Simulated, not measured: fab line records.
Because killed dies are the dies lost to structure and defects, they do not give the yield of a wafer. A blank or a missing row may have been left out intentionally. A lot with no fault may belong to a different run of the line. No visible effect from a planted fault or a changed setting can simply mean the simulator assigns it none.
Chamber matching | flow gf180mcu | GF_V1_ETCH_16 on rie-diel-04: 4 sister chambers
The step etches BARC in N2/H2. 14 wafers are shown with their chamber, then 7 later ones without.

== WAFERS WITH THEIR CHAMBER ==
wafer  | chamber | drypump-motor-current-A (A) | rf-fwd-power-W (W) | throttle-valve-pct (%)
L625.2 | 2       | 5.2                         | 498.9              | 13.229
L625.5 | 0       | 6.4                         | 498.2              | 13.236
L625.6 | 3       | 5.4                         | 495.8              | 13.227
L628.2 | 2       | 5.2                         | 493.2              | 13.248
L628.3 | 0       | 6.4                         | 499.8              | 13.223
L628.4 | 1       | 5.0                         | 494.3              | 13.241
L629.2 | 3       | 5.4                         | 495.8              | 13.217
L629.5 | 3       | 5.4                         | 497.7              | 13.227
L629.6 | 0       | 6.4                         | 496.1              | 13.223
L633.2 | 1       | 5.1                         | 494.4              | 13.217
L633.3 | 0       | 6.4                         | 495.9              | 13.219
L633.4 | 2       | 5.2                         | 497.1              | 13.243
L635.1 | 0       | 6.4                         | 495.5              | 13.217
L635.2 | 2       | 5.2                         | 494.7              | 13.234

SIGNATURES (means of the wafers above)
reading                 | chamber 0 | chamber 1 | chamber 2 | chamber 3 | scatter within a chamber
drypump-motor-current-A | 6.400     | 5.050     | 5.200     | 5.400     | 0.0224
rf-fwd-power-W          | 497.100   | 494.350   | 495.975   | 496.433   | 1.87
throttle-valve-pct      | 13.22360  | 13.22900  | 13.23850  | 13.22367  | 0.00892
Rule: for a wafer and a chamber, the distance is found by dividing, reading by reading, the gap between the wafer's reading and the chamber's mean by the reading's scatter, squaring, summing and taking the root. If the next closest chamber is less than 2 further off than the closest, the wafer can't be placed; otherwise it belongs to the closest. The scatter: take each reading less its chamber's mean, square it, sum over the shown wafers, divide by the number of wafers less the number of chambers, and take the root.

== WAFERS WHOSE CHAMBER IS MISSING ==
wafer  | drypump-motor-current-A (A) | rf-fwd-power-W (W) | throttle-valve-pct (%)
L635.5 | 5.4                         | 495.4              | 13.212
L643.1 | 6.4                         | 497.8              | 13.211
L643.2 | 5.4                         | 495.2              | 13.216
L643.6 | 5.4                         | 496.9              | 13.225
L645.1 | 6.4                         | 497.3              | 13.234
L645.2 | 5.1                         | 491.8              | 13.232
L645.4 | 5.1                         | 492.3              | 13.233

== EACH ONE'S CHAMBER ==
wafer  | from the rows above | in truth
L635.5 | 3                   | 3
L643.1 | 0                   | 0
L643.2 | 3                   | 3
L643.6 | 3                   | 3
L645.1 | 0                   | 0
L645.2 | 1                   | 1
L645.4 | 1                   | 1
7 of 7 placed correctly. Can't be placed from these rows: 0. Wrongly placed: 0.
